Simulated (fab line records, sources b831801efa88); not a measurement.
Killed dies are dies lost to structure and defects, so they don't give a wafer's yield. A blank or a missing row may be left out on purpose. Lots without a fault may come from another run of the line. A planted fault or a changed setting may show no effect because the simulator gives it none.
fab line records | flow sky130
record lots=7 wafers=20 last_day=50
route steps=708 shown POLY_CUT@310 SD_P@320
lots that met no fault: from a run of the same line without faults
start_h: hours from the record's first day to the start of the lot's first wafer shown | wait_h: hours since the lot's step before | " the same as in the row above | L1.1+2: a row that stands for several wafers | - no value, or no start given | * or withheld: withheld | < > ~ a bound
route shown NAME@n: a module of which the file shows steps, and the number in the route of the first | usual: mean/standard deviation of fault-free wafers | same: alike in all rows | chamber/n: place in a boat | sites: the reading at each site | _std_site: their standard deviation | _edge_site: outer sites' mean less inner sites' | radius_mm: how far each site lies from the wafer's centre | mask NAME#n: copy n | behind: the tool/chamber that last shaped the wafer | hold: why the lot was held/for how many hours/how that ended | device: the transistor (n, p or np) that didn't switch | end of line: the same wafers' tests at the end of the route | a step without rows: its recipe alone | killed: dies lost to structure and defects at the first sort, not the wafer's yield | map: a wafer's dies, x killed, . not, _ none there
set.NAME: the setting as run; set.NAME@STEP: as run at that earlier step | model.NAME: the simulator's own value behind a step, which no gauge read
lots at some steps of the route; a table a step, a row a wafer
services: from which hour (start_h, from the record's first day; less than 0 if before it) a tool's chamber was out of use, for how many hours, and why
## steps
# step SKY_POLY_CUT_COAT_03
# recipe resist=KrF-thick spin_rpm=3000 resist_thk_nm=450
# step SKY_POLY_CUT_SOFTBAKE_04
# recipe temp_c=100 time_s=90 resist=KrF-thick
# step SKY_POLY_CUT_EXPOSE_05
# recipe mask_id=NPCM na=0.8 source_shape=annular sigma_inner=0.55 sigma_outer=0.85 target_cd_nm=270 dose_mj=32
# step SKY_POLY_CUT_PEB_06
# recipe peb_temp_c=withheld peb_time_s=withheld resist=KrF-thick
# step SKY_POLY_CUT_DEVELOP_07
# recipe develop_time_s=60 resist=KrF-thick dev_temp_c=21
# step SKY_POLY_CUT_CD_MEAS_08
# recipe target_cd_nm=270
# usual cd_nm=269.8/1.6
# columns lot.wafer tool chamber start_h wait_h cd_nm
L903.1 cd_sem-02 - 559.98 - 269.7
L903.2 " - " " 270.2
L903.6 " - " " 268.0
L905.2 cd_sem-02 - 581.80 - 270.3
L905.3 " - " " 269.1
L905.5 " - " " 271.0
L912.2 cd_sem-01 - 643.50 - 269.0
L912.3 " - " " 267.6
L912.4 " - " " 269.3
L914.1 cd_sem-01 - 662.99 - 271.8
L914.4 " - " " 271.0
L914.5 " - " " 271.5
L915.3 cd_sem-01 - 677.87 - 269.8
L915.4 " - " " 268.2
L923.1 cd_sem-02 - 734.61 - 271.2
L923.2 " - " " 268.5
L923.3 " - " " 270.8
L925.2 cd_sem-01 - 755.31 - 271.6
L925.3 " - " " 272.1
L925.6 " - " " 272.1
# step SKY_POLY_CUT_OVL_MEAS_09
# usual POLY_CUT_OVL=3/6
# columns lot.wafer tool chamber start_h wait_h POLY_CUT_OVL[nm]
L903.1 overlay-01 - 560.10 0.1 -2
L903.2 " - " " -1
L903.6 " - " " 2
L905.2 overlay-02 - 581.91 0.1 -2
L905.3 " - " " 4
L905.5 " - " " 1
L912.2 overlay-01 - 643.61 0.1 5
L912.3 " - " " -4
L912.4 " - " " -3
L914.1 overlay-02 - 663.11 0.1 11
L914.4 " - " " 3
L914.5 " - " " 10
L915.3 overlay-02 - 677.96 0.1 -1
L915.4 " - " " -5
L923.1 overlay-01 - 734.73 0.1 3
L923.2 " - " " -12
L923.3 " - " " 0
L925.2 overlay-01 - 755.41 0.1 11
L925.3 " - " " 8
L925.6 " - " " 9
# step SKY_POLY_CUT_ETCH_10
# recipe chemistry=N2/H2 target=BARC ion_energy_ev=200 source_w=500 bias_w=100 pressure_mtorr=30 n2_flow_sccm=100 h2_flow_sccm=200 stop_on=SiO2 time_s=45.9 target_depth_a=600
# usual drypump_motor_current_A=5.7/0.56 h2_flow_sccm=200.0/0.55 oes_product_au=0.855/0.0043 rf_fwd_power_W=494.4/2 throttle_valve_pct=13.225/0.0089
# columns lot.wafer tool chamber start_h wait_h drypump_motor_current_A h2_flow_sccm oes_product_au rf_fwd_power_W rf_hours_counter_h throttle_valve_pct
L903.1 rie_diel-04 2 560.14 0.0 5.6 200.3 0.850 495.3 6 13.223
L903.2 " 3 " " 5.8 198.6 0.857 493.5 2 13.240
L903.6 " 3 " " 5.8 199.9 0.854 492.4 - 13.231
L905.2 rie_diel-01 0 581.94 0.0 4.9 200.6 0.852 489.5 15 13.232
L905.3 " 1 " " 6.4 200.4 0.857 493.9 18 13.229
L905.5 " 0 " " 4.9 200.4 0.856 491.4 - 13.238
L912.2 rie_diel-03 1 643.64 0.0 5.8 199.9 0.856 492.8 7 13.219
L912.3 " 3 " " 4.8 200.1 0.855 495.5 12 13.211
L912.4 " 2 " " 5.8 200.1 0.860 495.0 52 13.236
L914.1 rie_diel-04 3 663.14 0.0 5.8 200.6 0.862 493.4 4 13.227
L914.4 " 3 " " 5.8 199.9 0.853 496.0 - 13.236
L914.5 " 2 " " 5.6 200.7 0.858 495.8 - 13.216
L915.3 rie_diel-03 0 677.99 0.0 6.1 199.1 0.849 493.9 4 13.217
L915.4 " 3 " " 4.7 200.1 0.856 494.9 13 13.220
L923.1 rie_diel-01 2 734.76 0.0 4.8 200.3 0.856 496.3 18 13.241
L923.2 " 1 " " 6.4 199.9 0.852 494.5 22 13.211
L923.3 " 0 " " 4.9 199.7 0.858 491.1 19 13.228
L925.2 rie_diel-04 2 755.44 0.0 5.6 200.7 0.856 496.9 9 13.232
L925.3 " 0 " " 6.5 199.6 0.860 491.2 10 13.231
L925.6 " 0 " " 6.5 200.2 0.857 489.9 - 13.221
# step SKY_POLY_CUT_ETCH_11
# recipe target=Si3N4 chemistry=CF4/CH2F2/Ar stop_on=poly-Si source_w=600 bias_w=150 pressure_mtorr=40 cf4_flow_sccm=40 ch2f2_flow_sccm=20 Ar_flow_sccm=150 time_s=42.5 target_depth_a=600
# usual drypump_motor_current_A=5.7/0.56 oes_product_au=0.829/0.0062 rf_fwd_power_W=593.2/2.3 throttle_valve_pct=14.994/0.0093
# columns lot.wafer tool chamber start_h wait_h drypump_motor_current_A oes_product_au rf_fwd_power_W rf_hours_counter_h throttle_valve_pct
L903.1 rie_diel-04 2 560.18 0.0 5.6 0.845 595.4 6 15.010
L903.2 " 3 " " 5.8 0.827 592.4 2 14.981
L903.6 " 3 " " 5.8 0.833 592.5 - 14.986
L905.2 rie_diel-01 0 581.98 0.0 4.9 0.825 589.9 15 14.995
L905.3 " 1 " " 6.4 0.831 595.1 18 14.989
L905.5 " 0 " " 4.9 0.823 588.3 - 14.986
L912.2 rie_diel-03 1 643.68 0.0 5.8 0.830 590.1 7 14.982
L912.3 " 3 " " 4.7 0.824 590.4 12 15.009
L912.4 " 2 " " 5.7 0.819 594.1 52 15.003
L914.1 rie_diel-04 3 663.19 0.0 5.8 0.827 590.7 4 15.005
L914.4 " 3 " " 5.8 0.830 591.9 - 14.976
L914.5 " 2 " " 5.6 0.834 594.7 - 15.010
L915.3 rie_diel-03 0 678.03 0.0 6.1 0.825 596.0 4 14.976
L915.4 " 3 " " 4.8 0.822 593.1 13 14.995
L923.1 rie_diel-01 2 734.81 0.0 4.8 0.834 595.9 18 14.984
L923.2 " 1 " " 6.3 0.841 595.9 22 15.009
L923.3 " 0 " " 4.9 0.831 592.0 19 14.992
L925.2 rie_diel-04 2 755.49 0.0 5.6 0.838 592.5 9 14.992
L925.3 " 0 " " 6.5 0.837 591.1 10 14.993
L925.6 " 0 " " 6.5 0.832 586.8 - 14.990
# step SKY_POLY_CUT_STRIP_12
# recipe chemistry=O2/N2 power_w=1400 pressure_mtorr=1500 platen_temp_c=withheld o2_flow_sccm=3000 n2_flow_sccm=300 overash_fraction=0.5
# usual drypump_motor_current_A=5.4/0.33 oes_product_au=0.453/0.0045 strip_time_to_endpoint_s=5.362/0.016
# columns lot.wafer tool chamber start_h wait_h drypump_motor_current_A oes_product_au rf_hours_counter_h strip_time_to_endpoint_s
L903.1 plasma_asher-01 1 560.22 0.0 5.3 0.453 42 5.387
L903.2 " 0 " " 5.2 0.455 42 5.375
L903.6 " 0 " " 5.2 0.449 - 5.363
L905.2 plasma_asher-02 1 582.02 0.0 6.0 0.448 15 5.344
L905.3 " 1 " " 6.0 0.454 - 5.349
L905.5 " 1 " " 6.0 0.456 - 5.365
L912.2 plasma_asher-01 0 643.72 0.0 5.2 0.448 50 5.361
L912.3 " 1 " " 5.4 0.462 - 5.366
L912.4 " 0 " " 5.2 0.454 - 5.372
L914.1 plasma_asher-04 0 663.23 0.0 5.2 0.455 82 5.372
L914.4 " 1 " " 5.1 0.450 - 5.367
L914.5 " 0 " " 5.2 0.461 - 5.377
L915.3 plasma_asher-04 1 678.10 0.1 5.1 0.456 - 5.370
L915.4 " 0 " " 5.2 0.454 - 5.363
L923.1 plasma_asher-01 1 734.85 0.0 5.4 0.445 59 5.345
L923.2 " 0 " " 5.2 0.457 59 5.375
L923.3 " 0 " " 5.2 0.461 - 5.370
L925.2 plasma_asher-02 0 755.53 0.0 5.9 0.454 32 5.354
L925.3 " 1 " " 6.0 0.451 - 5.368
L925.6 " 1 " " 6.0 0.454 - 5.367
# step SKY_SD_P_DEHYDRATE_00
# recipe temp_c=200 time_s=60
# step SKY_SD_P_HMDS_01
# recipe prime_time_s=60 prime_temp_c=120
# step SKY_SD_P_COAT_02
# recipe resist=NOVOLAK spin_rpm=3000 resist_thk_nm=1140
# usual resist_line_temp_C=23.00/0.11
# columns lot.wafer tool chamber start_h wait_h resist_line_temp_C model.NOVOLAK_of_SD_P_COAT_02.thk_nm
L903.1 litho_track-04 0 574.93 0.1 23.03 1143
L903.2 " 0 " " 22.95 1145
L903.6 " 0 " " 22.80 1141
L905.2 litho_track-03 0 596.16 0.1 23.07 1135
L905.3 " 0 " " 23.18 1140
L905.5 " 0 " " 23.02 1140
L912.2 litho_track-03 0 657.71 0.1 23.11 1142
L912.3 " 0 " " 23.19 665.4
L912.4 " 0 " " 23.11 665.1
L914.1 litho_track-03 0 676.38 0.1 23.19 1146
L914.4 " 0 " " 23.18 667.2
L914.5 " 0 " " 23.03 1144
L915.3 litho_track-03 0 692.63 0.1 23.06 669.7
L915.4 " 0 " " 22.92 669.1
L923.1 litho_track-01 0 748.55 0.1 23.19 1144
L923.2 " 0 " " 22.97 1145
L923.3 " 0 " " 23.24 1144
L925.2 litho_track-04 0 768.71 0.1 23.03 1140
L925.3 " 0 " " 22.93 1143
L925.6 " 0 " " 23.17 1141
# step SKY_SD_P_SOFTBAKE_03
# recipe temp_c=90 time_s=60 resist=NOVOLAK
# step SKY_SD_P_EXPOSE_04
# recipe mask_id=PSDM na=0.6 source_shape=conventional sigma_outer=0.6 polarization=unpolarized target_cd_nm=380 dose_mj=138
# step SKY_SD_P_PEB_05
# recipe temp_c=withheld time_s=* resist=NOVOLAK
# step SKY_SD_P_DEVELOP_06
# recipe resist=NOVOLAK developer=TMAH develop_time_s=60 dev_temp_c=23
# usual resist_line_temp_C=22.99/0.11
# columns lot.wafer tool chamber start_h wait_h resist_line_temp_C model.NOVOLAK_of_SD_P_COAT_02.thk_nm
L903.1 litho_track-04 0 589.38 0.1 22.96 1142
L903.2 " 0 " " 22.91 1145
L903.6 " 0 " " 22.78 1141
L905.2 litho_track-01 0 610.93 0.1 22.92 1134
L905.3 " 0 " " 22.81 1140
L905.5 " 0 " " 22.86 1139
L912.2 litho_track-01 0 671.68 0.1 22.99 1141
L912.3 " 0 " " 22.91 665
L912.4 " 0 " " 22.93 664.7
L914.1 litho_track-03 0 690.98 0.1 23.00 1146
L914.4 " 0 " " 23.12 666.8
L914.5 " 0 " " 23.06 1144
L915.3 litho_track-03 0 706.58 0.1 22.88 669.3
L915.4 " 0 " " 23.06 668.7
L923.1 litho_track-04 0 762.18 0.1 22.99 1143
L923.2 " 0 " " 22.80 1144
L923.3 " 0 " " 23.07 1143
L925.2 litho_track-04 0 781.76 0.1 22.91 1140
L925.3 " 0 " " 22.88 1142
L925.6 " 0 " " 22.78 1141
# step SKY_SD_P_CD_MEAS_07
# recipe target_cd_nm=380
# usual cd_nm=380.5/2.5
# columns lot.wafer tool chamber start_h wait_h cd_nm
L903.1 cd_sem-02 - 589.53 0.1 378.9
L903.2 " - " " 377.8
L903.6 " - " " 377.5
L905.2 cd_sem-02 - 611.07 0.1 382.1
L905.3 " - " " 383.6
L905.5 " - " " 382.3
L912.2 cd_sem-02 - 671.82 0.1 380.0
L912.3 " - " " 439.3
L912.4 " - " " 439.5
L914.1 cd_sem-02 - 691.13 0.1 375.5
L914.4 " - " " 436.6
L914.5 " - " " 377.7
L915.3 cd_sem-01 - 706.72 0.1 438.7
L915.4 " - " " 437.2
L923.1 cd_sem-02 - 762.33 0.1 377.2
L923.2 " - " " 379.7
L923.3 " - " " 379.4
L925.2 cd_sem-02 - 781.90 0.1 384.4
L925.3 " - " " 383.3
L925.6 " - " " 384.4
# step SKY_SD_P_OVL_MEAS_08
# usual SD_P_OVL=0.8/1.4
# columns lot.wafer tool chamber start_h wait_h SD_P_OVL[nm]
L903.1 overlay-02 - 589.65 0.1 1.7
L903.2 " - " " 3.0
L903.6 " - " " 4.7
L905.2 overlay-01 - 611.18 0.1 1.6
L905.3 " - " " 1.7
L905.5 " - " " 0.4
L912.2 overlay-01 - 671.93 0.1 -0.3
L912.3 " - " " 1.7
L912.4 " - " " 2.7
L914.1 overlay-01 - 691.25 0.1 -1.9
L914.4 " - " " -0.8
L914.5 " - " " 0.7
L915.3 overlay-02 - 706.81 0.1 2.2
L915.4 " - " " 2.1
L923.1 overlay-02 - 762.45 0.1 2.2
L923.2 " - " " -0.3
L923.3 " - " " 0.7
L925.2 overlay-02 - 782.01 0.1 0.8
L925.3 " - " " 3.0
L925.6 " - " " 1.6
# step SKY_SD_P_IMPLANT_09
# recipe species=BF2 energy_kev=20 dose_cm2=3e+15 tilt_deg=0
# step SKY_SD_P_STRIP_10
# recipe chemistry=O2/N2 power_w=1400 pressure_mtorr=1500 platen_temp_c=withheld o2_flow_sccm=3000 n2_flow_sccm=300 overash_fraction=0.5
# usual drypump_motor_current_A=5.9/0.4 oes_product_au=0.617/0.0043 strip_time_to_endpoint_s=17.52/0.036
# columns lot.wafer tool chamber start_h wait_h drypump_motor_current_A oes_product_au rf_hours_counter_h strip_time_to_endpoint_s
L903.1 plasma_asher-02 0 589.84 0.1 5.9 0.614 16 17.55
L903.2 " 1 " " 6.0 0.627 16 17.55
L903.6 " 1 " " 6.0 0.612 - 17.52
L905.2 plasma_asher-03 1 611.36 0.1 5.9 0.614 92 17.44
L905.3 " 0 " " 6.5 0.625 - 17.50
L905.5 " 1 " " 5.9 0.617 - 17.49
L912.2 plasma_asher-01 1 672.11 0.1 5.3 0.616 53 17.50
L912.3 " 0 " " 5.2 0.564 - 12.05
L912.4 " 1 " " 5.3 0.574 - 12.07
L914.1 plasma_asher-03 0 691.44 0.1 6.5 0.619 101 17.56
L914.4 " 1 " " 5.9 0.580 - 12.10
L914.5 " 1 " " 5.9 0.619 - 17.52
L915.3 plasma_asher-03 1 707.02 0.1 5.9 0.574 - 12.11
L915.4 " 0 " " 6.5 0.572 - 12.13
L923.1 plasma_asher-01 1 762.64 0.1 5.4 0.624 62 17.52
L923.2 " 0 " " 5.2 0.624 62 17.56
L923.3 " 1 " " 5.3 0.619 - 17.53
L925.2 plasma_asher-03 0 782.19 0.1 6.5 0.625 4 17.50
L925.3 " 0 " " 6.5 0.620 - 17.54
L925.6 " 0 " " 6.5 0.623 - 17.51
# step SKY_SD_P_TW_MEAS_11
# usual SD_P_TW=2837/25
# columns lot.wafer tool chamber start_h wait_h SD_P_TW
L903.1 film_metro-02 - 589.94 0.1 2809
L903.2 " - " " 2828
L903.6 " - " " 2815
L905.2 film_metro-04 - 611.47 0.1 2825
L905.3 " - " " 2844
L905.5 " - " " 2849
L912.2 film_metro-03 - 672.22 0.1 2882
L912.3 " - " " 2873
L912.4 " - " " 2875
L914.1 film_metro-04 - 691.54 0.1 2836
L914.4 " - " " 2823
L914.5 " - " " 2816
L915.3 film_metro-03 - 707.11 0.1 2861
L915.4 " - " " 2861
L923.1 film_metro-04 - 762.74 0.1 2825
L923.2 " - " " 2836
L923.3 " - " " 2853
L925.2 film_metro-03 - 782.30 0.1 2852
L925.3 " - " " 2866
L925.6 " - " " 2855
## services
# columns tool chamber start_h hours kind
rie_diel-04 2 570.09 10.5 repair
rie_diel-04 3 579.32 2.9 repair
plasma_asher-03 - 591.78 4.2 repair
rie_diel-04 1 609.43 - clean
rie_diel-04 1 609.43 19.7 scheduled_down
rie_diel-04 1 609.43 19.7 vent_cycle
rie_diel-03 0 612.26 26.1 repair
rie_diel-03 - 622.73 2.8 pm
rie_diel-03 2 641.85 1.4 repair
rie_diel-04 1 648.13 15.9 repair
plasma_asher-04 - 681.56 2.1 repair
rie_diel-03 2 720.75 - clean
rie_diel-03 2 720.75 21.3 scheduled_down
rie_diel-03 2 720.75 21.3 vent_cycle
plasma_asher-03 - 733.75 9.0 pm
plasma_asher-03 0 733.75 9.0 vent_cycle
plasma_asher-03 1 733.75 9.0 vent_cycle
plasma_asher-03 0 742.75 - clean
plasma_asher-03 1 742.75 - clean
litho_track-04 - 747.59 - consumable_replace:filter
plasma_asher-04 - 749.36 3.9 repair
rie_diel-04 0 765.33 3.4 repair
rie_diel-04 - 777.10 0.4 repair
## key
first_sign step=SKY_SD_P_CD_MEAS_07 reading=cd_nm direction=up sigmas=23 usual=380.5 struck=438.2
effect step=SKY_SD_P_STRIP_10 reading=strip_time_to_endpoint_s direction=down sigmas=99+ usual=* struck=*
model_effect step=SKY_SD_P_COAT_02 value=NOVOLAK_of_SD_P_COAT_02.thk_nm without=1143 struck=667.3
model_effect step=SKY_SD_P_DEVELOP_06 value=NOVOLAK_of_SD_P_COAT_02.thk_nm without=1142 struck=666.9
met_at SKY_SD_P_COAT_02
struck_wafers L912.3,L912.4,L914.4,L915.3,L915.4
sort_left_out L912.3,L912.4,L914.4,L915.3,L915.4
tester_left_out L912,L914,L915
onset_between 596.16 657.71
fault kind=process_parameter_drift tool=litho_track-03 chamber=- onset_h=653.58 steps=SKY_SD_P_COAT_02 channel=resist_thk_nm offset=-474.26 shape=step end_h=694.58 scope=struck_wafers_only acts_in=these_recipes_only stated=1140
# tester_left_out: of these lots the tester's yield and bins aren't shown, on N5 and GAA mostly nor the transistor test; their killed dies are dies lost to structure and defects alone, not to doping, threshold or leakage, so they don't give the yield
# sort_left_out: the simulated sort isn't trusted on such a fault, so these wafers' sort isn't shown, and their yield isn't known
